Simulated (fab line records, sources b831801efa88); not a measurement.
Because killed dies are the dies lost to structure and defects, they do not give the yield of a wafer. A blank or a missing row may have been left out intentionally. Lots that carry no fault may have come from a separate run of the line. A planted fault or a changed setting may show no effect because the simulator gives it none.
Which tool was responsible? -- flow gf180mcu -- 13 lots, 39 wafers sampled, at 5 steps of a route of 602

WHAT THE GAUGES READ, wafer by wafer
GF_STI_CD_MEAS_12: the cd target is 220 nm. Usual: cdNm reads 220.2 nm (standard deviation 1.2).
lot,measured,on,cdNm (nm),flag
L286,day 2 02:08,cdSem-02,221.2 221.2 220.7,
L288,day 2 11:52,cdSem-01,221.2 220.9 222.4,
L290,day 2 21:47,cdSem-02,221.0 221.9 221.9,
L294,day 3 18:47,cdSem-02,219.0 218.8 220.5,
L295,day 4 01:23,cdSem-01,221.1 220.6 220.8,
L297,day 4 12:04,cdSem-02,221.1 220.1 220.9,
L298,day 4 15:39,cdSem-01,218.2 218.9 219.6,
L299,day 4 21:02,cdSem-02,220.2 220.8 220.0,
L302,day 5 14:02,cdSem-02,220.6 219.5 219.6,
L301,day 5 14:07,cdSem-01,212.4 212.1 212.1,OFF
L303,day 5 20:19,cdSem-02,212.5 212.1 212.5,OFF
L307,day 6 15:12,cdSem-01,220.6 221.2 220.2,
L309,day 7 00:29,cdSem-01,219.3 218.9 218.6,

GF_DUAL_GATE_THK_MEAS_03. Usual: DUAL_GATE_OXIDATION_00_THK 10.91 nm, standard deviation 0.22.
lot,measured,on,DUAL_GATE_OXIDATION_00_THK (nm),flag
L286,day 7 14:32,filmMetro-02,10.82 10.88 10.90,
L288,day 8 03:44,filmMetro-02,10.84 10.87 11.07,
L290,day 8 16:06,filmMetro-03,10.95 10.78 11.12,
L294,day 9 16:36,filmMetro-01,11.40 11.41 11.42,
L295,day 10 05:02,filmMetro-03,10.93 11.11 11.01,
L297,day 11 04:11,filmMetro-01,11.06 11.19 11.16,
L298,day 11 05:58,filmMetro-03,10.60 10.54 10.57,
L299,day 11 10:46,filmMetro-02,10.66 10.73 10.88,
L302,day 12 04:05,filmMetro-02,10.95 10.63 10.93,
L301,day 12 04:52,filmMetro-02,10.58 10.58 10.69,
L303,day 12 12:46,filmMetro-01,11.11 11.28 11.06,
L307,day 13 22:28,filmMetro-03,10.78 10.84 10.96,
L309,day 14 10:59,filmMetro-03,10.99 11.04 11.13,

WHAT TOOL EACH LOT RAN ON (gives the tool, then ch and the chambers of the sampled wafers, and finally the start)
lot,GF_STI_PEB_10,GF_STI_ETCH_13,GF_STI_STRIP_15
L286,"lithoTrack-02 ch 0, day 2 01:47","rieDiel-04 ch 0,2,3, day 2 02:15","plasmaAsher-04 ch 0,1, day 2 02:25"
L288,"lithoTrack-01 ch 0, day 2 11:31","rieDiel-02 ch 0,1,3, day 2 11:59","plasmaAsher-01 ch 0,1, day 2 12:08"
L290,"lithoTrack-03 ch 0, day 2 21:28","rieDiel-02 ch 0,1,2, day 2 21:52","plasmaAsher-02 ch 0,1, day 2 22:04"
L294,"lithoTrack-03 ch 0, day 3 18:28","rieDiel-01 ch 0,3, day 3 18:52","plasmaAsher-01 ch 0,1, day 3 19:04"
L295,"lithoTrack-01 ch 0, day 4 01:02","rieDiel-01 ch 0,1,3, day 4 01:29","plasmaAsher-02 ch 0,1, day 4 01:38"
L297,"lithoTrack-03 ch 0, day 4 11:44","rieDiel-04 ch 0,1,3, day 4 12:10","plasmaAsher-04 ch 0,1, day 4 12:19"
L298,"lithoTrack-02 ch 0, day 4 15:19","rieDiel-04 ch 0,1,3, day 4 15:45","plasmaAsher-01 ch 1, day 4 15:55"
L299,"lithoTrack-01 ch 0, day 4 20:41","rieDiel-01 ch 1,3, day 4 21:08","plasmaAsher-04 ch 1, day 4 21:17"
L302,"lithoTrack-03 ch 0, day 5 13:43","rieDiel-04 ch 0,1,3, day 5 14:07","plasmaAsher-01 ch 0,1, day 5 14:19"
L301,"lithoTrack-01 ch 0, day 5 13:46","rieDiel-02 ch 2,3, day 5 14:14","plasmaAsher-04 ch 0, day 5 14:23"
L303,"lithoTrack-01 ch 0, day 5 19:58","rieDiel-02 ch 0,1,2, day 5 20:26","plasmaAsher-01 ch 0,1, day 5 20:35"
L307,"lithoTrack-02 ch 0, day 6 14:52","rieDiel-01 ch 1,2,3, day 6 15:18","plasmaAsher-01 ch 0,1, day 6 15:28"
L309,"lithoTrack-03 ch 0, day 7 00:10","rieDiel-01 ch 0,1,3, day 7 00:34","plasmaAsher-02 ch 0,1, day 7 00:46"
- GF_STI_PEB_10: peb time 90 s.
- GF_STI_ETCH_13: etches the open film in CHF3/O2, stops on Si, target depth 282.31 nm, time 112.9 s.
- GF_STI_STRIP_15: strips in O2/N2.

WHAT THE TOOLS THEMSELVES READ (means of the sampled wafers that have a number; where no wafer has one, the mark that the record gives instead)
GF_STI_PEB_10. Usual: chillPlateTempC reads 23.02 C (standard deviation 0.11).
lot,tool,chillPlateTempC (C),flag
L286,lithoTrack-02,22.98,
L288,lithoTrack-01,22.96,
L290,lithoTrack-03,23.21,
L294,lithoTrack-03,23.02,
L295,lithoTrack-01,23.11,
L297,lithoTrack-03,22.99,
L298,lithoTrack-02,23.02,
L299,lithoTrack-01,22.89,
L302,lithoTrack-03,23.00,
L301,lithoTrack-01,22.92,
L303,lithoTrack-01,23.00,
L307,lithoTrack-02,23.00,
L309,lithoTrack-03,23.09,

GF_STI_ETCH_13. Usual: O2_flow_sccm 5.000 sccm, standard deviation 0.014; drypumpMotorCurrentA 5.7 A, standard deviation 0.5; oesProductAu 0.828 a.u., standard deviation 0.0063; throttleValvePct 8.808 %, standard deviation 0.01.
lot,tool,O2_flow_sccm (sccm),drypumpMotorCurrentA (A),oesProductAu (a.u.),throttleValvePct (%),flag
L286,rieDiel-04,4.998,5.5,0.839,8.812,
L288,rieDiel-02,5.003,5.7,0.828,8.813,
L290,rieDiel-02,4.984,5.3,0.833,8.805,
L294,rieDiel-01,5.003,6.1,0.830,8.817,
L295,rieDiel-01,4.995,5.8,0.825,8.805,
L297,rieDiel-04,5.002,5.5,0.828,8.804,
L298,rieDiel-04,4.994,5.5,0.826,8.786,
L299,rieDiel-01,4.988,6.1,0.832,8.808,
L302,rieDiel-04,5.009,5.5,0.843,8.804,
L301,rieDiel-02,4.988,5.8,0.829,8.808,
L303,rieDiel-02,4.990,5.3,0.825,8.813,
L307,rieDiel-01,5.004,6.1,0.826,8.812,
L309,rieDiel-01,4.988,5.8,0.824,8.801,

GF_STI_STRIP_15. Usual: drypumpMotorCurrentA 5.5 A, standard deviation 0.51; heaterPowerW 340 W, standard deviation 18; oesProductAu 0.383 a.u., standard deviation 0.0053; stripTimeToEndpointS 3.70 s, standard deviation 0.059.
lot,tool,drypumpMotorCurrentA (A),heaterPowerW (W),oesProductAu (a.u.),stripTimeToEndpointS (s),flag
L286,plasmaAsher-04,5.8,327,0.380,3.66,
L288,plasmaAsher-01,5.1,353,0.381,3.70,
L290,plasmaAsher-02,5.6,345,0.388,3.74,
L294,plasmaAsher-01,5.1,352,0.382,3.77,
L295,plasmaAsher-02,5.6,350,0.378,3.72,
L297,plasmaAsher-04,5.8,330,0.378,3.67,
L298,plasmaAsher-01,6.0,324,0.379,3.72,
L299,plasmaAsher-04,6.1,337,0.386,3.72,
L302,plasmaAsher-01,5.1,353,0.379,3.71,
L301,plasmaAsher-04,5.3,314,0.385,3.70,
L303,plasmaAsher-01,5.6,337,0.384,3.76,
L307,plasmaAsher-01,5.6,341,0.379,3.66,
L309,plasmaAsher-02,5.6,352,0.384,3.69,

THE ANSWER, worked out from the rows above alone
Rule: lot off if the mean of its wafers having a number is beyond 3 standard deviations from the usual mean. Also off: a lot with no number at a reading for which 4 or more lots have one. All remaining lots with rows at the step are treated as sound. Order of review: gauges by route order, followed by the tools' own readings, for which a lot's mean as printed above is used. The first step at which some lot is off is used, and at that step the reading that is off furthest; a lot without a number counts as furthest.
Off: L301, L303 (GF_STI_CD_MEAS_12, cdNm).
A tool fits if, at a process step before that reading, it ran every lot that is off, and no sound lot after the first of them. Gauges at GF_STI_CD_MEAS_12: tried the same way as those tools. One fits: lithoTrack-01 at GF_STI_PEB_10. A fault onset in the window from L299 (day 4 20:41, its last sound lot) to L301 (day 5 13:46, its first lot off) fits.

WHAT THE SIMULATOR HAD INSERTED
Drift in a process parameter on lithoTrack-01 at GF_STI_PEB_10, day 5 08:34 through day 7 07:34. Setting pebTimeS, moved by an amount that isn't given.
Shown lots that were struck: L301, L303. The rule given above showed the same thing.
